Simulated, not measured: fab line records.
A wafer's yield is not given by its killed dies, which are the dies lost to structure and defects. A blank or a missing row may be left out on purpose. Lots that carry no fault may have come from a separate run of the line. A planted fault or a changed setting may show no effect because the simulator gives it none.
What tool caused it? | flow sky130 | 72 wafers from 24 lots sampled at 3 of the route's 708 steps

== WHAT EACH GAUGE READ, for each wafer ==
SKY_LDD_N_TW_MEAS_17.
lot  | measured     | on            | LDD_N_TW
L074 | day 17 19:52 | film_metro-04 | 2587 2580 2601
L075 | day 18 06:57 | film_metro-01 | 2595 2595 2598
L077 | day 18 18:14 | film_metro-02 | 2605 2583 2586
L076 | day 18 18:23 | film_metro-01 | 2590 2603 2593
L079 | day 19 03:34 | film_metro-02 | 2597 2594 2597
L078 | day 19 12:39 | film_metro-01 | 2575 2563 2581
L080 | day 20 00:01 | film_metro-02 | 2606 2591 2599
L081 | day 20 12:55 | film_metro-02 | 2594 2578 2604
L082 | day 21 11:47 | film_metro-04 | 2609 2598 2602
L083 | day 21 13:04 | film_metro-04 | 2598 2598 2597
L084 | day 22 00:03 | film_metro-04 | 2593 2593 2613
L087 | day 26 16:44 | film_metro-02 | 2579 2592 2596
L089 | day 26 16:55 | film_metro-04 | 2605 2594 2601
L086 | day 26 17:13 | film_metro-02 | 2596 2606 2592
L093 | day 26 17:55 | film_metro-02 | 2595 2592 2594
L088 | day 26 18:26 | film_metro-01 | 2618 2597 2607
L085 | day 26 19:08 | film_metro-02 | 2593 2594 2584
L095 | day 26 19:37 | film_metro-02 | 2585 2592 2594
L090 | day 26 20:19 | film_metro-04 | 2610 2596 2595
L091 | day 26 20:51 | film_metro-04 | 2600 2618 2613
L094 | day 26 22:02 | film_metro-01 | 2609 2597 2595
L096 | day 26 22:44 | film_metro-01 | 2607 2612 2612
L097 | day 26 23:13 | film_metro-01 | 2606 2598 2602
L092 | day 27 00:25 | film_metro-04 | 2602 2609 2596

SKY_SD_N_TW_MEAS_12.
lot  | measured     | on            | SD_N_TW
L074 | day 29 03:26 | film_metro-02 | 3969 3960 3967
L075 | day 29 03:06 | film_metro-04 | 4052 4031 4029
L077 | day 29 04:37 | film_metro-02 | 3991 3993 3988
L076 | day 29 04:56 | film_metro-04 | 4032 4041 4053
L079 | day 29 04:17 | film_metro-03 | 3945 3949 3949
L078 | day 29 05:19 | film_metro-02 | 3979 3972 3996
L080 | day 29 05:47 | film_metro-04 | 4031 4037 4004
L081 | day 29 11:41 | film_metro-02 | 4000 3983 3981
L082 | day 30 15:00 | film_metro-04 | 4032 4035 4028
L083 | day 30 17:53 | film_metro-03 | 3916 3922 3908
L084 | day 31 02:01 | film_metro-02 | 3991 3987 4019
L087 | day 35 21:27 | film_metro-03 | 3936 3919 3929
L089 | day 35 21:44 | film_metro-03 | 3926 3900 3914
L086 | day 35 20:08 | film_metro-04 | 3990 4004 3994
L093 | day 35 21:51 | film_metro-04 | 3989 3982 3969
L088 | day 35 22:46 | film_metro-02 | 3983 4008 3996
L085 | day 35 23:51 | film_metro-04 | 3967 4013 3984
L095 | day 36 00:23 | film_metro-03 | 3915 3901 3926
L090 | day 36 01:56 | film_metro-03 | 3929 3930 3916
L091 | day 36 01:04 | film_metro-04 | 3967 3977 3968
L094 | day 36 02:27 | film_metro-03 | 3900 3903 3933
L096 | day 36 03:21 | film_metro-04 | 3955 3972 3956
L097 | day 36 03:32 | film_metro-02 | 4025 3995 4027
L092 | day 36 06:43 | film_metro-03 | 3919 3918 3927

SKY_LI_CONTACT_OVL_MEAS_13.
lot  | measured     | on         | LI_CONTACT_OVL (nm)
L074 | day 30 08:45 | overlay-02 | 0 -6 -6
L075 | day 30 08:24 | overlay-02 | -5 -1 -7
L077 | day 30 10:10 | overlay-01 | 2 8 -4
L076 | day 30 10:40 | overlay-02 | -6 3 1
L079 | day 30 09:42 | overlay-02 | 9 -2 3
L078 | day 30 11:10 | overlay-02 | 2 5 -2
L080 | day 30 11:12 | overlay-01 | -1 0 -6
L081 | day 30 16:15 | overlay-01 | -13 -11 -3
L082 | day 31 20:07 | overlay-01 | 4 6 1
L083 | day 31 22:12 | overlay-01 | 5 -9 -3
L084 | day 32 06:58 | overlay-01 | -5 0 1
L087 | day 37 01:16 | overlay-02 | 4 13 2
L089 | day 37 01:25 | overlay-01 | 1 -2 -6
L086 | day 36 23:58 | overlay-02 | 0 2 1
L093 | day 37 01:36 | overlay-02 | -5 -1 7
L088 | day 37 01:58 | overlay-02 | -11 -3 -10
L085 | day 37 03:16 | overlay-02 | -3 1 4
L095 | day 37 03:58 | overlay-02 | 4 -1 4
L090 | day 37 05:09 | overlay-02 | -6 -1 -3
L091 | day 37 04:13 | overlay-02 | -12 -6 -5
L094 | day 37 06:01 | overlay-01 | 1 5 -2
L096 | day 37 06:52 | overlay-01 | 5 5 -2
L097 | day 37 07:13 | overlay-01 | -3 -4 -9
L092 | day 37 09:41 | overlay-02 | -4 -3 4

== TOOL THAT RAN EACH LOT (tool first, then ch and the chambers of the sampled wafers, then the start) ==
The record shows no process step preceding these readings.

== WHAT THE TOOLS THEMSELVES READ (means of the sampled wafers that have a number; where no wafer has one, the mark that the record gives instead) ==
The record holds no such reading with a usual standard deviation.

== THE ANSWER, worked out from the rows above alone ==
Rule: usual is defined by the lots themselves. Put in order of their means at a reading, lots are off if they are a third of the lots or fewer, leave a main group of 4 or more, and stand apart from it by a gap of 3 or more times the standard deviation of the main group's means; of several such gaps the widest counts. Not used: any main group whose means are identical at the precision the tables above print for the reading. A lot without any number at a reading at which 4 lots or more have one is off too. The other lots that the step has rows for count as sound. The gauges are gone through in route order, then the tools' own readings, and for those a lot's mean is taken as printed above. At the first step where some lot is off, the reading lying furthest off is the one used; lots without a number count as furthest.
No lot is off at any reading shown: from this, nothing can be told.

== WHAT THE SIMULATOR HAD PUT IN ==
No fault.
